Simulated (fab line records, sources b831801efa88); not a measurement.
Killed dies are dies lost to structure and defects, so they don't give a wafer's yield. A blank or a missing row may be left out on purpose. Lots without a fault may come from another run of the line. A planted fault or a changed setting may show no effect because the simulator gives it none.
One fault seen from 2 desks | flow gf180mcu | each desk has only its own numbers; what lay behind them comes last

THE METROLOGY DESK
What the gauges read, lot by lot, whatever tool the lot ran on: means of the sampled wafers that have a number. A lot is out of limits, marked OUT, if its mean lies more than 4 standard deviations from the usual mean; the brackets give that distance.
Columns: A = STI_OXIDATION_02_THK at GF_STI_THK_MEAS_30, usual 9.85 nm; B = DNWELL_TW at GF_DNWELL_TW_MEAS_09, usual 1356; C = NWELL_OVL at GF_NWELL_OVL_MEAS_07, usual 1.1 nm; D = NWELL_TW at GF_NWELL_TW_MEAS_11, usual 1581; E = LVPWELL_OVL at GF_LVPWELL_OVL_MEAS_07, usual -0.4 nm; F = LVPWELL_TW at GF_LVPWELL_TW_MEAS_11, usual 562.7
lot  | first seen here | A    | B    | C    | D    | E    | F
L593 | day 2 18:20     | 9.56 | 1357 | -2.0 | 1584 | -2.1 | 562.5
L598 | day 3 19:46     | 9.68 | 1363 | 1.2  | 1584 | 1.3  | 563.1
L601 | day 4 10:55     | 9.65 | 1338 | 4.8  | 1571 | -1.1 | 565.2
L605 | day 5 05:31     | 9.90 | 1352 | -0.0 | 1580 | -0.1 | 561.5
L610 | day 6 10:21     | 9.89 | 1333 | 0.5  | 1587 | 1.0  | 559.5
L613 | day 6 23:06     | 9.85 | 1355 | -1.9 | 1588 | -1.0 | 561.7
This desk's finding: nothing out of limits on any of the 6 lots.

THE TOOL OWNER'S DESK: implanter-02
The tool's own readings at GF_DNWELL_IMPLANT_07: means of the sampled wafers that have a number, for each lot that ran on this tool. A lot is out of limits, marked OUT, if its mean lies more than 4 standard deviations from the usual mean; the brackets give that distance.
Columns: A = faraday_current_uA at GF_DNWELL_IMPLANT_07, usual 56.4
lot  | first seen here | A
L598 | day 4 08:48     | 56.4
L605 | day 5 19:18     | 55.9
L610 | day 7 00:38     | 56.7
This desk's finding: nothing out of limits on any of the 3 lots.

PUT TOGETHER
The metrology desk saw nothing out of limits.
The tool owner's desk saw nothing out of limits.

WHAT THE SIMULATOR HAD PUT IN
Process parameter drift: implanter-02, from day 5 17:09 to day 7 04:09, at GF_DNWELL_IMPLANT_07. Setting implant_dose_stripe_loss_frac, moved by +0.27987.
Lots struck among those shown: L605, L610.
